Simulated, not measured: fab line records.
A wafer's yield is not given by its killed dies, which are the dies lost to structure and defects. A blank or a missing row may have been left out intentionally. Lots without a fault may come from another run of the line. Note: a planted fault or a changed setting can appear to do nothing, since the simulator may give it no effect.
Chamber matching / flow gf180mcu / GF_V4_ETCH_17 on rie_diel-02: 4 sister chambers
The step etches SiO2 in C4F8/O2/Ar, stops on TiN, target depth 630 nm. 14 wafers are shown with their chamber, then 6 later ones without.

## EACH WAFER AND ITS CHAMBER
wafer=L264.2; chamber=3; bias_w (W)=1201; oes_product_au (a.u.)=0.858
wafer=L264.5; chamber=1; bias_w (W)=1204; oes_product_au (a.u.)=0.845
wafer=L264.6; chamber=2; bias_w (W)=1197; oes_product_au (a.u.)=0.863
wafer=L265.2; chamber=0; bias_w (W)=1194; oes_product_au (a.u.)=0.860
wafer=L265.3; chamber=1; bias_w (W)=1198; oes_product_au (a.u.)=0.858
wafer=L265.4; chamber=3; bias_w (W)=1198; oes_product_au (a.u.)=0.854
wafer=L268.2; chamber=3; bias_w (W)=1199; oes_product_au (a.u.)=0.854
wafer=L268.6; chamber=2; bias_w (W)=1200; oes_product_au (a.u.)=0.848
wafer=L281.4; chamber=1; bias_w (W)=1205; oes_product_au (a.u.)=0.850
wafer=L281.5; chamber=1; bias_w (W)=1203; oes_product_au (a.u.)=0.861
wafer=L281.6; chamber=1; bias_w (W)=1201; oes_product_au (a.u.)=0.862
wafer=L282.2; chamber=3; bias_w (W)=1197; oes_product_au (a.u.)=0.851
wafer=L282.3; chamber=1; bias_w (W)=1199; oes_product_au (a.u.)=0.859
wafer=L282.4; chamber=3; bias_w (W)=1202; oes_product_au (a.u.)=0.859

SIGNATURES, as means of the wafers listed above
reading=bias_w; chamber 0=1194.00; chamber 1=1201.67; chamber 2=1198.50; chamber 3=1199.40; scatter within a chamber=2.47
reading=oes_product_au; chamber 0=0.86000; chamber 1=0.85583; chamber 2=0.85550; chamber 3=0.85520; scatter within a chamber=0.00621
Rule: a wafer's distance from a chamber is the root of the sum, over the readings, of the square of ((its reading less the chamber's mean) divided by the reading's scatter). If the next closest chamber is less than 2 further off than the closest, the wafer can't be placed; otherwise it belongs to the closest. The scatter: take each reading less its chamber's mean, square it, sum over the shown wafers, divide by the number of wafers less the number of chambers, and take the root.

## WAFERS MISSING THEIR CHAMBER
wafer=L283.1; bias_w (W)=1201; oes_product_au (a.u.)=0.857
wafer=L283.2; bias_w (W)=1205; oes_product_au (a.u.)=0.852
wafer=L283.3; bias_w (W)=1202; oes_product_au (a.u.)=0.855
wafer=L285.1; bias_w (W)=1195; oes_product_au (a.u.)=0.855
wafer=L285.2; bias_w (W)=1204; oes_product_au (a.u.)=0.850
wafer=L285.5; bias_w (W)=1203; oes_product_au (a.u.)=0.854

## WHICH CHAMBER EACH ONE RAN IN
wafer=L283.1; from the rows above=can't be placed: 1 or 3 or 2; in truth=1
wafer=L283.2; from the rows above=can't be placed: 1 or 3 or 2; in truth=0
wafer=L283.3; from the rows above=can't be placed: 1 or 3 or 2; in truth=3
wafer=L285.1; from the rows above=can't be placed: 0 or 2 or 3 or 1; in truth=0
wafer=L285.2; from the rows above=can't be placed: 1 or 3 or 2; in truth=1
wafer=L285.5; from the rows above=can't be placed: 1 or 3 or 2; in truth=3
Correct placement for 0 of the 6. Not placeable from these rows: 6 (in 5, the candidates include the true chamber). Wrongly placed: 0.
